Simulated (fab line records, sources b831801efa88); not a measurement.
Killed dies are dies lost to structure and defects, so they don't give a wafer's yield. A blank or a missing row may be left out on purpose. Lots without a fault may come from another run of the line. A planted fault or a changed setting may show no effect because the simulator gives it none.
A struck lot beside a sound one | flow sky130 | 16 steps out of a route of 708
Sound: wafers L160.1, L160.2, L160.5. Struck: wafers L169.1, L169.4, L169.6. The cause comes at the end.
At each step with rows: each side's tool, then ch and its chambers, then its first start. Under that, the readings that differ: sound wafers | struck wafers | difference of the means | sigmas: that difference in standard deviations of wafers without a fault.
alike: readings whose means differ by less than 2 such deviations, and words and numbers that are the same on both sides. not compared: withheld readings, readings that some wafer has no value for, bounds like >300 that may hide the same value, and numbers for which the record gives no deviation and whose values overlap.
The two part at a step that has a row with sigmas, a row that says differs or no value, or rows on one side only. Numbers that don't overlap but have no deviation are shown without sigmas and don't part them. A reading that every wafer of one side lacks parts them only if that side has two wafers or more.

first, 8 steps without rows for these wafers: SKY_POLY_GATE_DEHYDRATE_05 (time 60 s); SKY_POLY_GATE_HMDS_06 (prime time 60 s); SKY_POLY_GATE_COAT_07 (resist thk 110 nm); SKY_POLY_GATE_COAT_08 (resist thk 450 nm); SKY_POLY_GATE_SOFTBAKE_09 (time 90 s); SKY_POLY_GATE_EXPOSE_10 (exposes mask P1M, target cd 150 nm); SKY_POLY_GATE_PEB_11; SKY_POLY_GATE_DEVELOP_12 (develop time 60 s).
SKY_POLY_GATE_CD_MEAS_13: target cd 150 nm.
  sound on cd_sem-01, day 18 22:41; struck on cd_sem-01, day 21 13:08
  alike: cd_nm
SKY_POLY_GATE_OVL_MEAS_14:
  sound on overlay-01, day 18 22:49; struck on overlay-01, day 21 13:15
  alike: POLY_GATE_OVL
SKY_POLY_GATE_ETCH_15: etches BARC in N2/H2, stops on SiO2, time 118.5 s, target depth 110 nm.
  sound on rie_diel-03 ch 1,2,3, day 18 22:50; struck on rie_diel-04 ch 0,2,3, day 21 13:17
  alike: bias_w, chamber_pressure_mTorr, drypump_motor_current_A, oes_product_au, rf_fwd_power_W, throttle_valve_pct
  not compared: rf_hours_counter_h
SKY_POLY_GATE_ETCH_16: etches Si3N4 in CH3F/O2, stops on poly-Si, time 147.5 s, target depth 75 nm.
  sound on rie_diel-03 ch 1,2,3, day 18 22:55; struck on rie_diel-04 ch 0,2,3, day 21 13:22
  alike: O2_flow_sccm, bias_w, chamber_pressure_mTorr, drypump_motor_current_A, oes_product_au, rf_fwd_power_W, throttle_valve_pct
  not compared: rf_hours_counter_h
SKY_POLY_GATE_ETCH_17: etches poly-Si in HBr/Cl2, stops on SiO2, target depth 180 nm, time 70.5 s.
  sound on rie_si-01 ch 1,2,3, day 18 23:01; struck on rie_si-01 ch 2,3, day 21 13:28
  no value came back on the struck wafers for any of 8 readings (HBr_flow_sccm (sccm), bias_w (W) and others); on the sound wafers HBr_flow_sccm (sccm) reads 150.6 149.6 150.1
  reading                                          | sound             | struck            | difference | sigmas
  model.KrF-thick_of_POLY_GATE_COAT_08.thk_nm (nm) | 137.9 138.3 144.6 | 230.4 232.1 232.7 | +91.5      |
  not compared: rf_hours_counter_h
SKY_POLY_GATE_STRIP_18: strips in O2/N2.
  sound on plasma_asher-01 ch 0,1, day 18 23:05; struck on plasma_asher-01 ch 0,1, day 21 13:32
  reading                      | sound             | struck            | difference | sigmas
  oes_product_au (a.u.)        | 0.358 0.365 0.350 | 0.394 0.405 0.402 | +0.043     | +9
  strip_time_to_endpoint_s (s) | 3.135 3.144 3.210 | 4.158 4.178 4.168 | +1.005     | +37
  alike: chamber_pressure_mTorr, drypump_motor_current_A
  not compared: rf_hours_counter_h
then, 1 step without rows for these wafers: SKY_POLY_GATE_CLEAN_19 (cleans in SC1/SC2, time 150 s).
-- the record jumps here: 28 days lie between the struck wafers' starts before and after (it left off in module POLY_GATE and takes up again in module PAD_OPEN, whose first step shown is number 708 of the route) --
SKY_PAD_OPEN_PROBE_99:
  sound on prober-01, day 47 17:16; struck on prober-01, day 49 08:56
  reading             | sound    | struck                                                               | difference                   | sigmas
  hold                | - - -    | await_dispo/5.5h/scrap await_dispo/5.5h/scrap await_dispo/5.5h/scrap | no value on the sound wafers |
  killed_at_front_end | 15 16 9  | 419 425 417                                                          | +407                         | +95
  killed_dies         | 80 76 96 | 492 492 492                                                          | +408                         | +37
  killed_on_rim       | 14 10 19 | 96 96 96                                                             | +82                          | +23
  alike: killed_at_M0_to_M3, killed_at_M4_up, killed_at_contacts, killed_at_other, killed_open, killed_short

WHERE THEY PART
First at SKY_POLY_GATE_ETCH_17; last, within this record, at SKY_PAD_OPEN_PROBE_99.

WHY: what the simulator had put in
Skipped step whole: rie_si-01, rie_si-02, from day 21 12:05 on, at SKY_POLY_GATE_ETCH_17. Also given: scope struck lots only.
